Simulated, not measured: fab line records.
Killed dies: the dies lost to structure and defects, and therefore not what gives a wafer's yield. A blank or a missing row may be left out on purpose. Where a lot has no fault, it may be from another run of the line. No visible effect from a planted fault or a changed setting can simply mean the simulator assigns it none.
The tool behind it: which one? | flow gf180mcu | Sampling: 14 lots, 42 wafers, 4 of 602 route steps

WHAT THE GAUGES SHOWED, per wafer
GF_VT_IMPLANT_TW_MEAS_21.
lot  | measured     | on            | VT_IMPLANT_2_TW
L708 | day 6 07:24  | film-metro-02 | 1216 1220 1215
L709 | day 6 12:58  | film-metro-02 | 1220 1224 1225
L710 | day 7 01:05  | film-metro-03 | 1225 1223 1220
L711 | day 7 12:04  | film-metro-01 | 1216 1213 1210
L712 | day 7 19:01  | film-metro-01 | 1215 1214 1218
L713 | day 8 04:55  | film-metro-01 | 1201 1204 1213
L715 | day 8 07:25  | film-metro-01 | 1204 1202 1208
L714 | day 8 08:57  | film-metro-01 | 1207 1205 1205
L716 | day 8 15:26  | film-metro-02 | 1220 1211 1214
L718 | day 9 02:27  | film-metro-03 | 1518 1517 1520
L717 | day 9 04:04  | film-metro-03 | 1512 1516 1514
L728 | day 11 14:55 | film-metro-01 | 1216 1214 1210
L729 | day 11 22:40 | film-metro-03 | 1216 1207 1209
L730 | day 12 07:26 | film-metro-02 | 1214 1214 1213

GF_V1_CD_MEAS_14: target cd 260 nm.
lot  | measured     | on        | cd-nm (nm)
L708 | day 18 11:38 | cd-sem-02 | 259.5 261.5 259.6
L709 | day 18 17:35 | cd-sem-02 | 260.5 258.9 259.5
L710 | day 19 09:29 | cd-sem-02 | 261.6 260.6 261.2
L711 | day 20 02:53 | cd-sem-01 | 258.5 259.9 259.2
L712 | day 20 12:19 | cd-sem-02 | 261.3 259.2 261.1
L713 | day 21 03:32 | cd-sem-01 | 258.5 258.9 259.1
L715 | day 21 08:22 | cd-sem-02 | 259.4 259.6 259.3
L714 | day 21 13:13 | cd-sem-02 | 258.6 259.4 259.3
L716 | day 21 21:10 | cd-sem-02 | 263.0 262.7 262.2
L718 | day 22 07:31 | cd-sem-02 | 260.7 258.9 260.2
L717 | day 22 12:58 | cd-sem-02 | 258.6 259.3 257.8
L728 | day 25 17:11 | cd-sem-01 | 261.0 261.0 260.2
L729 | day 25 21:21 | cd-sem-02 | 259.1 260.5 258.9
L730 | day 26 15:52 | cd-sem-02 | 260.4 260.5 261.0

WHICH TOOL RAN EACH LOT (tool, then ch and the chambers of the sampled wafers, then the start)
lot  | GF_VT_IMPLANT_IMPLANT_19        | GF_SALICIDE_RTA_06
L708 | implanter-04 ch 0, day 6 07:09  | rtp-anneal-01 ch 0, day 15 10:06
L709 | implanter-01 ch 0, day 6 12:43  | rtp-anneal-01 ch 0, day 15 15:18
L710 | implanter-04 ch 0, day 7 00:50  | rtp-anneal-02 ch 0, day 16 06:11
L711 | implanter-04 ch 0, day 7 11:50  | rtp-anneal-01 ch 0, day 16 22:42
L712 | implanter-03 ch 0, day 7 18:46  | rtp-anneal-01 ch 0, day 17 07:45
L713 | implanter-03 ch 0, day 8 04:41  | rtp-anneal-01 ch 0, day 17 22:27
L715 | implanter-04 ch 0, day 8 07:12  | rtp-anneal-01 ch 0, day 18 02:22
L714 | implanter-03 ch 0, day 8 08:42  | rtp-anneal-01 ch 0, day 18 06:51
L716 | implanter-03 ch 0, day 8 15:11  | rtp-anneal-01 ch 0, day 18 13:36
L718 | implanter-01 ch 0, day 9 01:49  | rtp-anneal-01 ch 0, day 19 02:05
L717 | implanter-03 ch 0, day 9 03:29  | rtp-anneal-01 ch 0, day 19 07:21
L728 | implanter-01 ch 0, day 11 14:40 | rtp-anneal-01 ch 0, day 22 17:17
L729 | implanter-01 ch 0, day 11 22:27 | rtp-anneal-01 ch 0, day 22 22:29
L730 | implanter-04 ch 0, day 12 07:11 | rtp-anneal-01 ch 0, day 23 17:52
- GF_VT_IMPLANT_IMPLANT_19
- GF_SALICIDE_RTA_06: time 30 s.

AS READ BY THE TOOLS THEMSELVES (means over the sampled wafers that have a number; for cases with no such wafer, the mark the record gives instead)
GF_SALICIDE_RTA_06.
lot  | tool          | chamber-o2-ppm | lamp-power-pct (%) | wafer_temp_C_max
L708 | rtp-anneal-01 | 2.008          | 6.58               | 532.0
L709 | rtp-anneal-01 | 2.009          | 6.58               | 532.8
L710 | rtp-anneal-02 | 1.989          | 6.03               | 532.3
L711 | rtp-anneal-01 | 2.037          | 6.58               | 532.4
L712 | rtp-anneal-01 | 1.973          | 6.58               | 532.0
L713 | rtp-anneal-01 | 2.016          | 6.58               | 532.6
L715 | rtp-anneal-01 | 2.016          | 6.58               | 532.3
L714 | rtp-anneal-01 | 2.011          | 6.58               | 532.1
L716 | rtp-anneal-01 | 2.007          | 6.58               | 532.3
L718 | rtp-anneal-01 | 1.992          | 6.58               | 532.4
L717 | rtp-anneal-01 | 2.024          | 6.58               | 532.3
L728 | rtp-anneal-01 | 2.019          | 6.58               | 532.6
L729 | rtp-anneal-01 | 2.018          | 6.58               | 532.4
L730 | rtp-anneal-01 | 1.980          | 6.59               | 532.3

THE ANSWER, worked out from the rows above alone
Rule: the lots themselves supply what counts as usual. The widest of any qualifying gaps counts: lots, ordered by their means at a reading, are off when they make up no more than a third of the lots, leave a main group of 4 or more, and stand apart from it by 3 or more times the standard deviation of that group's means. A main group whose means are all the same, to the digits that the tables above print for the reading, isn't used. A lot without any number at a reading at which 4 lots or more have one is off too. Any other lot the step has rows for is counted as sound. After the gauges, taken in route order, come the tools' own readings; for these a lot's mean is taken, as printed above. At the first step where some lot is off, the reading lying furthest off is the one used; lots without a number count as furthest.
Off: L718, L717, at GF_VT_IMPLANT_TW_MEAS_21 (VT_IMPLANT_2_TW). Mean 1213 and standard deviation 5.8 in the main group.
If a tool, at a process step before that reading, ran all the lots that are off and no sound lot after the first of them, it fits. The gauges at GF_VT_IMPLANT_TW_MEAS_21 are tried like those tools. Of those tried, none fits.

WHAT THE SIMULATOR HAD PUT IN
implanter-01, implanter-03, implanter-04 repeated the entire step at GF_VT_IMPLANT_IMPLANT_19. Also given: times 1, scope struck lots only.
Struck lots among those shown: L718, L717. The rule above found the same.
